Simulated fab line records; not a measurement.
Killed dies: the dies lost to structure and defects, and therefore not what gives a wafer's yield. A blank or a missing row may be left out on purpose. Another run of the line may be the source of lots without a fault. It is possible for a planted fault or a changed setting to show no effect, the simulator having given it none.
The tool behind it: which one? | flow gf180mcu | Sampling: 7 lots, 21 wafers, 2 of 602 route steps

WHAT THE GAUGES READ, wafer by wafer
GF_M5_CD_MEAS_07 targets a cd of 280 nm.
lot  | measured     | on        | cd_nm (nm)
L963 | day 26 13:44 | cd_sem-01 | 278.5 278.2 278.7
L965 | day 27 09:02 | cd_sem-02 | 281.4 281.1 280.5
L969 | day 29 09:58 | cd_sem-01 | 280.6 280.2 279.0
L972 | day 30 04:46 | cd_sem-02 | 278.2 278.0 278.1
L976 | day 31 06:17 | cd_sem-01 | 278.3 279.7 280.1
L979 | day 31 14:42 | cd_sem-02 | 279.6 279.1 280.1
L983 | day 32 11:12 | cd_sem-01 | 276.5 277.4 277.6

WHAT TOOL EACH LOT RAN ON (gives the tool, then ch and the chambers of the sampled wafers, and finally the start)
lot  | GF_V2_CVD_23
L963 | cvd_w-02 ch 0,1, day 20 14:47
L965 | cvd_w-02 ch 0,1, day 21 14:44
L969 | cvd_w-02 ch 0,1, day 23 23:15
L972 | cvd_w-02 ch 0,1, day 24 23:29
L976 | cvd_w-01 ch 0,1, day 26 04:24
L979 | cvd_w-01 ch 0, day 26 12:36
L983 | cvd_w-01 ch 0,1, day 27 15:02
- GF_V2_CVD_23: deposits W, target thk 350 nm, time 104.94 s.

THE ANSWER, worked out from the rows above alone
Rule: the usual values come from the lots themselves. Put in order of their means at a reading, lots are off if they are a third of the lots or fewer, leave a main group of 4 or more, and stand apart from it by a gap of 3 or more times the standard deviation of the main group's means; of several such gaps the widest counts. A main group is skipped when, at the precision printed for the reading in the tables above, its means are all equal. A lot without any number at a reading at which 4 lots or more have one is off too. Any other lot the step has rows for is counted as sound.
Across all readings shown, no lot is off: no conclusion can be drawn from this.

WHAT THE SIMULATOR PUT IN
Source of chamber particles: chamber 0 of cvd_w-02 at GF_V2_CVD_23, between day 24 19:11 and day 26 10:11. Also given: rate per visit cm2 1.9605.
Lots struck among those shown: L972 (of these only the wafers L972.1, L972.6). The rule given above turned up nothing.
